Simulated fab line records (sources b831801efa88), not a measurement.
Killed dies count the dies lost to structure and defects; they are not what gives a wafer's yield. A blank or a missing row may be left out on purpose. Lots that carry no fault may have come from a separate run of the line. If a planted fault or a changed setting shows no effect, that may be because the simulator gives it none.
Problem report in the 8D (eight disciplines) form, filled by code | flow sky130 | the parts of the form that need people (team, actions taken, sign-off) are left out

== 1. THE PROBLEM ==
Mean of rf-fwd-power-W at SKY_POLY_GATE_ETCH_16: 334.8 W across 6 wafers in 2 lots; on wafers with no fault it is 398.1 W (standard deviation 1.4). Relative to the usual mean, that is a shift of -45 standard deviations.
The step: etches Si3N4 in CH3F/O2, stops on poly-Si, time 147.5 s, target depth 75 nm.
First observed at day 23 13:52: wafer L492.2, on rie-diel-04. The record has a number at this step for 18 wafers belonging to 6 lots. Rule for "out", or "out of limits": more than 4 standard deviations from the usual mean. Any other wafer with a number is counted as sound.

== 2. WHAT IT IS; WHAT IT IS NOT ==
question                    | is                     | is not
which readings at this step | rf-fwd-power-W         | drypump-motor-current-A, oes-product-au
which lots                  | L492, L494             | L481, L484, L495, L497
which wafers of those lots  | all that have a number | -
read on which tools         | rie-diel-04            | rie-diel-01, rie-diel-03
when                        | from day 23 13:52      | up to then (6 sound wafers); but 6 sound wafers of L495, L497 came after

== 3. WHAT RULES OUT EACH SUSPECT ==
Counting: a tool at any process step up to the reading remains a suspect when it ran all the lots that are out and ran no sound lot after the first of those.
- rie-diel-04 at SKY_POLY_GATE_ETCH_15 (etches BARC in N2/H2, stops on SiO2, time 118.5 s, target depth 110 nm): kept. All lots that are out passed through it, beginning with L492 at day 23 13:47, and no sound lot followed; its final sound lot before that point was L481 at day 20 00:54.
- rie-diel-04 at SKY_POLY_GATE_ETCH_16 (etches Si3N4 in CH3F/O2, stops on poly-Si, time 147.5 s, target depth 75 nm): kept. All lots that are out passed through it, beginning with L492 at day 23 13:52, and no sound lot followed; its final sound lot before that point was L481 at day 20 00:59. On those wafers its own readings are out: rf-fwd-power-W.
The count leaves rie-diel-04 at SKY_POLY_GATE_ETCH_16 and rie-diel-04 at SKY_POLY_GATE_ETCH_15.

== 4. THE CAUSE (what the simulator had put in) ==
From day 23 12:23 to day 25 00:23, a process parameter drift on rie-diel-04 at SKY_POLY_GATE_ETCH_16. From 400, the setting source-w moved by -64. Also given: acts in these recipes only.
2 suspects survive the count, and this tool is in that group.

== 5. THE CHAIN OF EFFECTS, in route order ==
Each row: a reading where the mean over the struck wafers with a number is more than 3 standard deviations away from the usual. Only readings for which the record gives a usual standard deviation are gone through. hours: the time from each lot's start at the first step in this table that gives one to its start at this step, as a median over the lots. sigmas: the change in usual standard deviations.
hours | step                  | reading        | usual   | on struck wafers | change | sigmas
0     | SKY_POLY_GATE_ETCH_16 | rf-fwd-power-W | 398.1 W | 334.8            | -63.4  | -45
Here are the process steps it includes:
- SKY_POLY_GATE_ETCH_16: etches Si3N4 in CH3F/O2, stops on poly-Si, time 147.5 s, target depth 75 nm.

== 6. WHAT WOULD HAVE CAUGHT IT SOONER ==
In this record the first reading out of limits was taken at day 23 13:52, 1 hour after the fault began at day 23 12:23.
